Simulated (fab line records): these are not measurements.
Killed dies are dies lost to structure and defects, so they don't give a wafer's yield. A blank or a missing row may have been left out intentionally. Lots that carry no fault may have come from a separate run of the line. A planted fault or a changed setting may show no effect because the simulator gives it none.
fab line records ; flow sky130
[record] lots = 11; wafers = 33; lastDay = 50
route steps=708 shown METAL4@600 CAP2M@616 PAD_OPEN@708
lots untouched by any fault: they come from a run of this same line in which no faults occurred
startH: hours from the record's opening day to when the first of the lot's shown wafers began ; waitH: time in hours since the lot's previous step ; " as in the row above ; L1.1+2: a row that stands for several wafers ; - either no value or no given start ; * or withheld: withheld ; < > ~ a bound
route shown NAME@n: a module of which the file shows steps, and the number in the route of the first ; usual: mean/standard deviation of fault-free wafers ; same: alike in all rows ; chamber/n: place in a boat ; sites: per-site readings ; _std_site: how widely they spread, as a standard deviation ; _edge_site: mean of outer sites minus mean of inner sites ; radiusMm: how far each site lies from the wafer's centre ; mask NAME#n: copy n ; behind: the tool/chamber that last shaped the wafer ; hold: what put the lot on hold/how long, in hours/how the hold closed ; device: whichever transistor did not switch (one of n, p or np) ; end of line: the tests these same wafers got at the end of their route ; a step given without rows: its recipe and nothing more ; killed: at the first sort, the dies lost to defects and structure; wafer yield is something else ; map: per-die view of a wafer (x killed, . not killed, _ where there is no die)
set.NAME: the setting the step ran with; set.NAME@STEP: the setting that earlier step ran with ; model.NAME: the simulator's own value behind a step, which no gauge read
the route's steps for a sample of lots (tables are steps, rows are wafers)
services: the hour from which a tool's chamber was out of use, counted from the record's first day as startH (under 0 if before that day), plus the number of hours and why
[[steps]]
[step SKY_METAL4_SPUTTER_02]
[recipe] material = AlCu; targetThkNm = 735; powerW = 10600; timeS = 39.1; chamberPressurePa = 0.4
[usual] throttleValvePct = 29.9/1.4
lot.wafer;tool;chamber;startH;waitH;throttleValvePct
L983.1;pvdSputter-04;-;943.44;0.0;30.9
L983.5;pvdSputter-04;-;943.44;0.0;30.8
L983.6;pvdSputter-04;-;943.44;0.0;28.2
L984.2;pvdSputter-04;-;953.33;0.0;28.3
L984.3;pvdSputter-04;-;953.33;0.0;28.1
L984.5;pvdSputter-04;-;953.33;0.0;28.2
L989.1;pvdSputter-04;-;985.07;0.0;28.0
L989.3;pvdSputter-04;-;985.07;0.0;31.7
L989.4;pvdSputter-04;-;985.07;0.0;30.9
L991.3;pvdSputter-04;-;1002.09;0.0;28.2
L991.4;pvdSputter-04;-;1002.09;0.0;31.2
L991.6;pvdSputter-04;-;1002.09;0.0;31.1
L993.3;pvdSputter-01;-;1008.15;0.0;30.3
L993.5;pvdSputter-01;-;1008.15;0.0;30.4
L993.6;pvdSputter-01;-;1008.15;0.0;29.9
L992.3;pvdSputter-02;-;1009.00;0.0;29.7
L992.5;pvdSputter-02;-;1009.00;0.0;28.1
L992.6;pvdSputter-02;-;1009.00;0.0;30.0
L999.3;pvdSputter-02;-;1047.77;0.0;28.2
L999.4;pvdSputter-02;-;1047.77;0.0;30.8
L999.6;pvdSputter-02;-;1047.77;0.0;30.1
L100.2;pvdSputter-02;-;1053.62;0.0;29.2
L100.3;pvdSputter-02;-;1053.62;0.0;29.8
L100.4;pvdSputter-02;-;1053.62;0.0;27.9
L103.2;pvdSputter-04;-;1064.89;0.0;28.2
L103.4;pvdSputter-04;-;1064.89;0.0;30.9
L103.5;pvdSputter-04;-;1064.89;0.0;28.0
L102.1;pvdSputter-04;-;1065.96;0.0;30.8
L102.5;pvdSputter-04;-;1065.96;0.0;28.5
L102.6;pvdSputter-04;-;1065.96;0.0;31.6
L105.2;pvdSputter-01;-;1084.68;0.0;30.2
L105.4;pvdSputter-01;-;1084.68;0.0;31.6
L105.5;pvdSputter-01;-;1084.68;0.0;30.4
[step SKY_CAP2M_METAL_ETCH_13]
[recipe] targetDepthNm = 220; stopOn = SiO2; chemistry = Cl2/BCl3; target = TiN; pressureMtorr = 10; icpW = 900; biasW = 48.5; Cl2_flow_sccm = 60; bcl3FlowSccm = 30; timeS = 62.9
[usual] drypumpMotorCurrentA = 5.7/0.43; oesProductAu = 0.941/0.0079; throttleValvePct = 21.903/0.0098
lot.wafer;tool;chamber;startH;waitH;drypumpMotorCurrentA;oesProductAu;rfHoursCounterH;throttleValvePct
L983.1;rieMetal-04;1;967.55;0.0;5.4;0.942;13;21.904
L983.5;rieMetal-04;0;967.55;0.0;5.8;0.937;-;21.925
L983.6;rieMetal-04;1;967.55;0.0;5.4;0.940;-;21.900
L984.2;rieMetal-04;0;977.27;0.0;5.8;0.937;8;21.906
L984.3;rieMetal-04;0;977.27;0.0;5.9;0.935;-;21.923
L984.5;rieMetal-04;1;977.27;0.0;5.4;0.940;-;21.902
L989.1;rieMetal-02;0;1008.55;0.0;6.5;0.933;15;21.917
L989.3;rieMetal-02;0;1008.55;0.0;6.5;0.939;-;21.896
L989.4;rieMetal-02;1;1008.55;0.0;5.6;0.937;-;21.910
L991.3;rieMetal-04;0;1024.67;0.0;5.9;0.946;-;21.907
L991.4;rieMetal-04;1;1024.67;0.0;5.4;0.959;-;21.888
L991.6;rieMetal-04;1;1024.67;0.0;5.3;0.951;-;21.896
L993.3;rieMetal-02;0;1031.24;0.0;6.5;0.941;-;21.902
L993.5;rieMetal-02;1;1031.24;0.0;5.7;0.941;-;21.910
L993.6;rieMetal-02;0;1031.24;0.0;6.4;0.944;-;21.898
L992.3;rieMetal-03;0;1032.63;0.0;5.2;0.951;-;21.906
L992.5;rieMetal-03;1;1032.63;0.0;6.1;0.938;-;21.904
L992.6;rieMetal-03;0;1032.63;0.0;5.2;0.945;-;21.889
L999.3;rieMetal-04;1;1069.69;0.0;5.3;0.943;-;21.894
L999.4;rieMetal-04;0;1069.69;0.0;5.9;0.943;-;21.905
L999.6;rieMetal-04;0;1069.69;0.0;5.8;0.944;-;21.894
L100.2;rieMetal-03;1;1075.42;0.0;6.2;0.940;7;21.898
L100.3;rieMetal-03;0;1075.42;0.0;5.2;0.945;-;21.904
L100.4;rieMetal-03;1;1075.42;0.0;6.2;0.940;-;21.901
L103.2;rieMetal-02;0;1086.20;0.0;6.5;0.936;22;21.893
L103.4;rieMetal-02;0;1086.20;0.0;6.5;0.936;-;21.912
L103.5;rieMetal-02;0;1086.20;0.0;6.5;0.936;-;21.904
L102.1;rieMetal-03;0;1087.30;0.0;5.2;0.932;22;21.891
L102.5;rieMetal-03;1;1087.30;0.0;6.2;0.941;-;21.896
L102.6;rieMetal-03;0;1087.30;0.0;5.2;0.930;-;21.898
L105.2;rieMetal-04;0;1104.92;0.0;5.8;0.956;16;21.896
L105.4;rieMetal-04;0;1104.92;0.0;5.8;0.934;-;21.917
L105.5;rieMetal-04;1;1104.92;0.0;5.3;0.942;-;21.921
[step SKY_METAL4_CD_MEAS_13]
[recipe] targetCdNm = 300
[usual] cdNm = 299.9/1.5
lot.wafer;tool;chamber;startH;waitH;cdNm
L983.1;cdSem-01;-;991.63;-;299.8
L983.5;cdSem-01;-;991.63;-;299.8
L983.6;cdSem-01;-;991.63;-;300.1
L984.2;cdSem-01;-;1001.25;-;299.5
L984.3;cdSem-01;-;1001.25;-;301.9
L984.5;cdSem-01;-;1001.25;-;300.1
L989.1;cdSem-02;-;1032.48;-;298.0
L989.3;cdSem-02;-;1032.48;-;297.7
L989.4;cdSem-02;-;1032.48;-;297.4
L991.3;cdSem-01;-;1047.56;-;301.5
L991.4;cdSem-01;-;1047.56;-;299.8
L991.6;cdSem-01;-;1047.56;-;300.3
L993.3;cdSem-01;-;1053.86;-;298.0
L993.5;cdSem-01;-;1053.86;-;297.7
L993.6;cdSem-01;-;1053.86;-;297.9
L992.3;cdSem-01;-;1055.12;-;299.2
L992.5;cdSem-01;-;1055.12;-;299.2
L992.6;cdSem-01;-;1055.12;-;299.5
L999.3;cdSem-02;-;1091.07;-;299.7
L999.4;cdSem-02;-;1091.07;-;300.6
L999.6;cdSem-02;-;1091.07;-;300.0
L100.2;cdSem-01;-;1096.35;-;301.3
L100.3;cdSem-01;-;1096.35;-;301.8
L100.4;cdSem-01;-;1096.35;-;300.6
L103.2;cdSem-01;-;1107.10;-;299.1
L103.4;cdSem-01;-;1107.10;-;299.0
L103.5;cdSem-01;-;1107.10;-;301.5
L102.1;cdSem-02;-;1108.38;-;301.0
L102.5;cdSem-02;-;1108.38;-;299.2
L102.6;cdSem-02;-;1108.38;-;301.4
L105.2;cdSem-01;-;1125.14;-;301.8
L105.4;cdSem-01;-;1125.14;-;300.4
L105.5;cdSem-01;-;1125.14;-;300.1
[step SKY_METAL4_DESCUM_15]
[recipe] chemistry = O2; sourcePowerW = 150; biasPowerW = 0; pressureMtorr = 10; tempC = 40; timeS = 8
[usual] drypumpMotorCurrentA = 5.7/0.42; oesProductAu = 1.002/0.012
lot.wafer;tool;chamber;startH;waitH;drypumpMotorCurrentA;oesProductAu;rfHoursCounterH
L983.1;rieMetal-03;1;991.79;0.0;6.2;1.022;2
L983.5;rieMetal-03;1;991.79;0.0;6.2;1.014;-
L983.6;rieMetal-03;0;991.79;0.0;5.2;1.000;-
L984.2;rieMetal-01;0;1001.39;0.0;6.2;0.999;14
L984.3;rieMetal-01;1;1001.39;0.0;5.4;1.004;-
L984.5;rieMetal-01;0;1001.39;0.0;6.2;0.989;-
L989.1;rieMetal-01;1;1032.64;0.0;5.4;1.007;18
L989.3;rieMetal-01;0;1032.64;0.0;6.3;0.982;-
L989.4;rieMetal-01;1;1032.64;0.0;5.3;1.003;-
L991.3;rieMetal-03;0;1047.69;0.0;5.2;0.998;-
L991.4;rieMetal-03;1;1047.69;0.0;6.1;1.020;-
L991.6;rieMetal-03;1;1047.69;0.0;6.2;1.020;-
L993.3;rieMetal-04;0;1053.99;0.0;5.8;0.991;-
L993.5;rieMetal-04;0;1053.99;0.0;5.8;0.984;-
L993.6;rieMetal-04;1;1053.99;0.0;5.3;0.999;-
L992.3;rieMetal-04;0;1055.25;0.0;5.8;0.990;-
L992.5;rieMetal-04;1;1055.25;0.0;5.3;0.997;-
L992.6;rieMetal-04;0;1055.25;0.0;5.8;0.988;-
L999.3;rieMetal-04;0;1091.20;0.0;5.8;0.987;-
L999.4;rieMetal-04;1;1091.20;0.0;5.3;0.993;-
L999.6;rieMetal-04;1;1091.20;0.0;5.3;0.992;-
L100.2;rieMetal-03;1;1096.49;0.0;6.2;1.022;8
L100.3;rieMetal-03;0;1096.49;0.0;5.2;1.005;-
L100.4;rieMetal-03;1;1096.49;0.0;6.2;1.018;-
L103.2;rieMetal-03;1;1107.25;0.0;6.2;1.007;-
L103.4;rieMetal-03;1;1107.25;0.0;6.1;1.016;-
L103.5;rieMetal-03;1;1107.25;0.0;6.2;1.015;-
L102.1;rieMetal-03;0;1108.54;0.0;5.2;1.005;23
L102.5;rieMetal-03;1;1108.54;0.0;6.2;1.015;-
L102.6;rieMetal-03;0;1108.54;0.0;5.2;1.003;-
L105.2;rieMetal-04;0;1125.28;0.0;5.8;0.989;18
L105.4;rieMetal-04;0;1125.28;0.0;5.8;0.994;-
L105.5;rieMetal-04;1;1125.28;0.0;5.4;1.001;-
[step SKY_METAL4_METAL_ETCH_18]
[recipe] targetDepthA = 8450; stopOn = SiO2; overEtchFrac = 0.3; timeS = 183.1; chemistry = Cl2/BCl3; resistSidewallDeg = 88; pressureMtorr = 10; icpW = 900; biasW = 48.5; Cl2_flow_sccm = 60; bcl3FlowSccm = 30
[usual] drypumpMotorCurrentA = 5.7/0.39; oesProductAu = 0.867/0.0081; throttleValvePct = 22.264/0.0098
lot.wafer;tool;chamber;startH;waitH;drypumpMotorCurrentA;oesProductAu;rfHoursCounterH;throttleValvePct
L983.1;rieMetal-01;0;991.93;0.0;6.3;0.857;14;22.266
L983.5;rieMetal-01;1;991.93;0.0;5.3;0.861;-;22.280
L983.6;rieMetal-01;0;991.93;0.0;6.2;0.866;-;22.254
L984.2;rieMetal-04;1;1001.54;0.0;5.4;0.882;14;22.260
L984.3;rieMetal-04;1;1001.54;0.0;5.3;0.856;-;22.270
L984.5;rieMetal-04;0;1001.54;0.0;5.8;0.874;-;22.249
L989.1;rieMetal-04;0;1032.79;0.0;5.8;0.867;11;22.255
L989.3;rieMetal-04;1;1032.79;0.0;5.3;0.862;-;22.265
L989.4;rieMetal-04;0;1032.79;0.0;5.9;0.854;-;22.254
L991.3;rieMetal-04;1;1047.88;0.1;5.3;0.874;-;22.266
L991.4;rieMetal-04;0;1047.88;0.1;5.8;0.842;-;22.267
L991.6;rieMetal-04;0;1047.88;0.1;5.8;0.854;-;22.264
L993.3;rieMetal-01;1;1054.18;0.1;5.3;0.866;-;22.260
L993.5;rieMetal-01;0;1054.18;0.1;6.3;0.862;-;22.250
L993.6;rieMetal-01;1;1054.18;0.1;5.4;0.859;-;22.237
L992.3;rieMetal-01;1;1055.44;0.1;5.4;0.880;-;22.267
L992.5;rieMetal-01;0;1055.44;0.1;6.2;0.873;-;22.260
L992.6;rieMetal-01;1;1055.44;0.1;5.3;0.889;-;22.262
L999.3;rieMetal-01;0;1091.39;0.1;6.3;0.818;-;22.286
L999.4;rieMetal-01;1;1091.39;0.1;5.4;0.820;-;22.267
L999.6;rieMetal-01;1;1091.39;0.1;5.3;0.822;-;22.271
L100.2;rieMetal-04;0;1096.64;0.0;5.8;0.814;16;22.269
L100.3;rieMetal-04;1;1096.64;0.0;5.4;0.829;-;22.261
L100.4;rieMetal-04;0;1096.64;0.0;5.8;0.827;-;22.242
L103.2;rieMetal-04;1;1107.52;0.0;5.4;0.884;21;22.271
L103.4;rieMetal-04;0;1107.52;0.0;5.8;0.867;-;22.276
L103.5;rieMetal-04;1;1107.52;0.0;5.4;0.868;-;22.274
L102.1;rieMetal-04;1;1108.69;0.0;5.3;0.872;22;22.260
L102.5;rieMetal-04;1;1108.69;0.0;5.4;0.875;-;22.269
L102.6;rieMetal-04;0;1108.69;0.0;5.8;0.876;-;22.252
L105.2;rieMetal-01;1;1125.42;0.0;5.4;0.868;25;22.267
L105.4;rieMetal-01;0;1125.42;0.0;6.3;0.856;-;22.266
L105.5;rieMetal-01;1;1125.42;0.0;5.4;0.865;-;22.259
[step SKY_PAD_OPEN_PROBE_99]
[usual] defectLimitedYield = 82.7/1.8; killed_at_M0_to_M3 = 42/7.5; killed_at_M4_up = 3.2/1.7; killedAtContacts = 24/5.1; killedAtFrontEnd = 15/4.1; killedAtOther = 0.3/0.58; killedDies = 85/8.9; killedOpen = 46/6.4; killedShort = 39/6; sort_bin_3_pad_short = 0.9/0.4; sort_bin_5_function = 10.1/1.6; sort_bin_6_memory = 6.3/1; sortNPass = 407/9; sortYieldPct = 82.7/1.8
[same] grossDies = 492; killedAtBackSide = 0; sort_bin_4_leakage[%] = 0; sort_bin_8_speed[%] = 0
lot.wafer;tool;chamber;startH;waitH;defectLimitedYield[%];killed_at_M0_to_M3;killed_at_M4_up;killedAtContacts;killedAtFrontEnd;killedAtOther;killedDies;killedOpen;killedShort;sort_bin_3_pad_short[%];sort_bin_5_function[%];sort_bin_6_memory[%];sortNPass;sortYieldPct[%]
L983.1;prober-02;-;1086.59;0.1;80.7;49;3;28;15;0;95;47;47;1.8;10.8;6.7;397;80.7
L983.5;prober-02;-;1086.79;0.2;84.1;43;4;23;8;0;78;41;37;1.2;8.1;6.5;414;84.1
L983.6;prober-02;-;1086.84;0.2;83.1;40;5;24;13;1;83;39;44;0.8;9.8;6.3;409;83.1
L989.1;prober-02;-;1121.90;0.1;79.1;58;1;27;17;0;103;56;47;1.2;11.8;7.9;389;79.1
L989.3;prober-02;-;1122.00;0.2;79.5;53;4;32;11;1;101;50;51;1.2;13.6;5.7;391;79.5
L989.4;prober-02;-;1122.05;0.2;84.6;34;3;27;12;0;76;38;38;0.6;10.6;4.3;416;84.6
L103.2;prober-01;-;1184.70;0.1;86.0;36;2;14;17;0;69;43;25;0.4;8.7;4.9;423;86.0
L103.4;prober-01;-;1184.80;0.2;79.7;61;3;15;21;0;100;50;50;1.2;11.4;7.7;392;79.7
L103.5;prober-01;-;1184.85;0.2;86.6;32;3;21;10;0;66;38;27;0.8;6.7;5.9;426;86.6
L105.2;prober-02;-;1198.49;0.1;80.5;56;2;21;17;0;96;55;41;1.4;10.4;7.7;396;80.5
L105.4;prober-02;-;1198.59;0.2;84.8;44;3;17;10;1;75;42;33;0.6;9.3;5.3;417;84.8
L105.5;prober-02;-;1198.64;0.2;84.6;38;1;20;17;0;76;48;27;0.4;10.6;4.5;416;84.6
// killed by level:class
L983.1 VIA2:geometricParticle:open=12 VIA1:geometricParticle:open=9 CONTACT:geometricParticle:open=8 LI_CONTACT:geometricParticle:open=7 VIA1:geometricParticle:short=7 LOCAL_INTERCONNECT:geometricParticle:short=6 CONTACT:geometricParticle:short=6 METAL1:geometricParticle:short=6
L983.5 VIA2:geometricParticle:open=10 VIA1:geometricParticle:open=9 LOCAL_INTERCONNECT:geometricParticle:short=6 LI_CONTACT:geometricParticle:short=5 LI_CONTACT:geometricParticle:open=5 CONTACT:geometricParticle:open=5 METAL1:geometricParticle:short=5 METAL2:geometricParticle:short=5
L983.6 CONTACT:geometricParticle:open=9 METAL1:geometricParticle:short=7 VIA1:geometricParticle:open=7 VIA3:geometricParticle:open=6 FIELD_ISO:geometricParticle:short=5 METAL2:geometricParticle:short=5 METAL4:geometricParticle:short=5 LI_CONTACT:geometricParticle:open=4
L989.1 VIA3:geometricParticle:open=11 VIA1:geometricParticle:open=10 VIA1:geometricParticle:short=9 CONTACT:geometricParticle:open=8 LI_CONTACT:geometricParticle:open=8 LOCAL_INTERCONNECT:geometricParticle:short=7 METAL1:geometricParticle:short=7 VIA2:geometricParticle:open=6
L989.3 VIA1:geometricParticle:open=13 CONTACT:geometricParticle:open=11 VIA3:geometricParticle:open=9 LOCAL_INTERCONNECT:geometricParticle:short=8 LI_CONTACT:geometricParticle:open=6 METAL1:geometricParticle:short=6 METAL2:geometricParticle:short=6 VIA2:geometricParticle:open=6
L989.4 CONTACT:geometricParticle:open=8 LI_CONTACT:geometricParticle:open=7 VIA2:geometricParticle:open=7 VIA3:geometricParticle:open=6 CONTACT:geometricParticle:short=5 METAL1:geometricParticle:short=4 VIA1:geometricParticle:short=4 FIELD_ISO:geometricParticle:open=3
L103.2 VIA1:geometricParticle:open=9 LI_CONTACT:geometricParticle:open=7 VIA3:geometricParticle:open=7 CONTACT:geometricParticle:open=5 VIA2:geometricParticle:open=5 FIELD_ISO:geometricParticle:short=4 METAL2:geometricParticle:short=3 FIELD_ISO:geometricParticle:open=2
L103.4 VIA3:geometricParticle:open=13 VIA2:geometricParticle:open=7 POLY_GATE:geometricParticle:short=7 CONTACT:geometricParticle:open=7 VIA1:geometricParticle:open=7 VIA2:geometricParticle:short=6 VIA3:geometricParticle:short=6 METAL1:geometricParticle:short=6
L103.5 VIA1:geometricParticle:open=11 LI_CONTACT:geometricParticle:open=8 LOCAL_INTERCONNECT:geometricParticle:short=6 VIA1:geometricParticle:short=5 CONTACT:geometricParticle:open=4 VIA3:geometricParticle:open=4 VIA2:geometricParticle:open=3 FIELD_ISO:geometricParticle:open=2
L105.2 VIA1:geometricParticle:open=12 CONTACT:geometricParticle:open=11 VIA2:geometricParticle:open=9 FIELD_ISO:geometricParticle:open=6 VIA2:geometricParticle:short=6 VIA3:geometricParticle:open=6 METAL1:geometricParticle:short=6 VIA1:geometricParticle:short=6
L105.4 VIA1:geometricParticle:open=8 CONTACT:geometricParticle:open=7 VIA2:geometricParticle:open=7 VIA1:geometricParticle:short=6 VIA3:geometricParticle:open=6 LI_CONTACT:geometricParticle:open=5 METAL1:geometricParticle:short=4 VIA2:geometricParticle:short=4
L105.5 VIA1:geometricParticle:open=12 CONTACT:geometricParticle:open=8 LI_CONTACT:geometricParticle:open=6 FIELD_ISO:geometricParticle:open=5 VIA1:geometricParticle:short=5 FIELD_ISO:geometricParticle:short=4 VIA3:geometricParticle:open=4 CONTACT:geometricParticle:short=4
[[services]]
tool;chamber;startH;hours;kind
rieMetal-03;1;946.42;-;clean
rieMetal-03;1;946.42;18.1;scheduledDown
rieMetal-03;1;946.42;18.1;ventCycle
pvdSputter-01;-;984.22;1.3;repair
pvdSputter-04;3;1004.80;-;consumableReplace:kit
pvdSputter-04;3;1004.80;18.0;scheduledDown
pvdSputter-04;3;1004.80;18.0;ventCycle
rieMetal-02;1;1033.43;-;clean
rieMetal-02;1;1033.43;29.7;scheduledDown
rieMetal-02;1;1033.43;29.7;ventCycle
pvdSputter-02;-;1057.94;1.1;repair
pvdSputter-04;-;1058.18;0.7;repair
pvdSputter-01;-;1061.32;7.6;repair
pvdSputter-04;-;1066.90;1.3;repair
rieMetal-04;-;1083.70;0.2;repair
pvdSputter-02;1;1089.00;-;consumableReplace:kit
pvdSputter-02;1;1089.00;18.0;scheduledDown
pvdSputter-01;-;1104.92;3.8;repair
pvdSputter-04;2;1105.40;-;consumableReplace:kit
pvdSputter-04;2;1105.40;18.0;scheduledDown
pvdSputter-04;2;1105.40;18.0;ventCycle
rieMetal-03;0;1105.67;2.6;repair
pvdSputter-04;-;1117.34;2.4;repair
rieMetal-02;-;1119.33;4.3;pm
[[key]]
[firstSign] step = SKY_METAL4_METAL_ETCH_18; reading = oesProductAu; direction = down; sigmas = 5.5; usual = 0.867; struck = 0.822
effect none on later readings
metAt SKY_METAL4_SPUTTER_02
struckLots L999,L100
notActingAt SKY_CAP2M_METAL_ETCH_13,SKY_METAL4_CD_MEAS_13,SKY_METAL4_DESCUM_15
onsetBetween 1009.00 1047.77
[fault] kind = siteProfileDrift; tool = pvdSputter-02; chamber = -; onsetH = 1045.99; steps = SKY_METAL4_SPUTTER_02; basis = fraction; maxAbsDrift = 0.24803; slopeSharePerHr = 55.117; sitePattern = 0,0,0,0,0,-1,-1,-1,-1
